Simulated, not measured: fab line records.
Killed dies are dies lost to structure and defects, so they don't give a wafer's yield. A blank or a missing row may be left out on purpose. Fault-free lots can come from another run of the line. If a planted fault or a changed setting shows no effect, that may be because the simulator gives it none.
Matching of chambers | flow sky130 | SKY_SPACER_ETCHBACK_02 on rie diel-01 has 4 sister chambers
The step etches Si3N4 in CH3F/O2, stops on SiO2, time 46.7 s, target depth 45 nm. 14 wafers are shown with their chamber, then 6 later ones without.

== WAFERS PAIRED WITH THEIR CHAMBERS ==
wafer  | chamber | oes product au (a.u.) | throttle valve pct (%)
L279.1 | 2       | 0.853                 | 10.564
L279.2 | 1       | 0.862                 | 10.570
L279.3 | 0       | 0.862                 | 10.570
L286.1 | 2       | 0.848                 | 10.556
L286.4 | 3       | 0.851                 | 10.564
L286.5 | 1       | 0.853                 | 10.564
L289.1 | 2       | 0.862                 | 10.577
L289.4 | 0       | 0.852                 | 10.557
L289.6 | 3       | 0.857                 | 10.564
L291.4 | 1       | 0.862                 | 10.557
L291.5 | 2       | 0.849                 | 10.565
L291.6 | 3       | 0.853                 | 10.569
L293.4 | 0       | 0.846                 | 10.566
L293.5 | 3       | 0.844                 | 10.560

SIGNATURES (means of the wafers above)
reading            | chamber 0 | chamber 1 | chamber 2 | chamber 3 | scatter within a chamber
oes product au     | 0.85333   | 0.85900   | 0.85300   | 0.85125   | 0.00629
throttle valve pct | 10.56433  | 10.56367  | 10.56550  | 10.56425  | 0.00663
Rule: distance of a wafer from a chamber = root of the sum over the readings of ((wafer's reading minus chamber's mean) / reading's scatter) squared. The wafer belongs to the nearest chamber; if the next one is less than 2 further off, it can't be placed. The scatter: the root of (the sum of the squares of (reading less its chamber's mean) over the shown wafers, divided by (wafers less chambers)).

== WAFERS WITH NO CHAMBER GIVEN ==
wafer  | oes product au (a.u.) | throttle valve pct (%)
L293.6 | 0.852                 | 10.552
L294.3 | 0.853                 | 10.574
L294.4 | 0.852                 | 10.565
L302.2 | 0.859                 | 10.561
L302.3 | 0.860                 | 10.565
L302.5 | 0.859                 | 10.563

== EACH ONE'S CHAMBER ==
wafer  | from the rows above               | in truth
L293.6 | can't be placed: 3 or 0 or 2 or 1 | 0
L294.3 | can't be placed: 2 or 0 or 3 or 1 | 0
L294.4 | can't be placed: 3 or 2 or 0 or 1 | 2
L302.2 | can't be placed: 1 or 0 or 2 or 3 | 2
L302.3 | can't be placed: 1 or 0 or 2 or 3 | 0
L302.5 | can't be placed: 1 or 0 or 2 or 3 | 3
Correctly placed: 0 of 6. Unplaceable from these rows: 6, with the true chamber sitting among the candidates in 6. Wrongly placed: 0.
